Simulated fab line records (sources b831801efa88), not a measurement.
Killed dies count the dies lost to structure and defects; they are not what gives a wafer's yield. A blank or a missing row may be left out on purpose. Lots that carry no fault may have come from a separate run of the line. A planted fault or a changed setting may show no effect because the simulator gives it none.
What tool caused it? -- flow gf180mcu -- at 1 step of a route of 602, 7 lots with 21 wafers sampled

WHAT THE GAUGES READ, wafer by wafer
GF_M1_OVL_MEAS_15.
lot,measured,on,M1_OVL (nm)
L389,day 17 09:38,overlay-01,17 12 15
L393,day 19 00:11,overlay-02,7 5 6
L397,day 20 14:14,overlay-02,-5 3 0
L399,day 21 10:37,overlay-01,8 4 3
L402,day 22 09:44,overlay-01,-3 -2 -2
L404,day 23 03:26,overlay-02,6 0 0
L408,day 24 07:01,overlay-01,2 3 4

WHAT TOOL EACH LOT RAN ON (gives the tool, then ch and the chambers of the sampled wafers, and finally the start)
The record holds no process step before these readings.

THE ANSWER, worked out from the rows above alone
Rule: the usual values come from the lots themselves. The widest of any qualifying gaps counts: lots, ordered by their means at a reading, are off when they make up no more than a third of the lots, leave a main group of 4 or more, and stand apart from it by 3 or more times the standard deviation of that group's means. A main group is skipped when, at the precision printed for the reading in the tables above, its means are all equal. Also off: a lot with no number at a reading for which 4 or more lots have one. The other lots that the step has rows for count as sound.
Across all readings shown, no lot is off: no conclusion can be drawn from this.

WHAT THE SIMULATOR PUT IN
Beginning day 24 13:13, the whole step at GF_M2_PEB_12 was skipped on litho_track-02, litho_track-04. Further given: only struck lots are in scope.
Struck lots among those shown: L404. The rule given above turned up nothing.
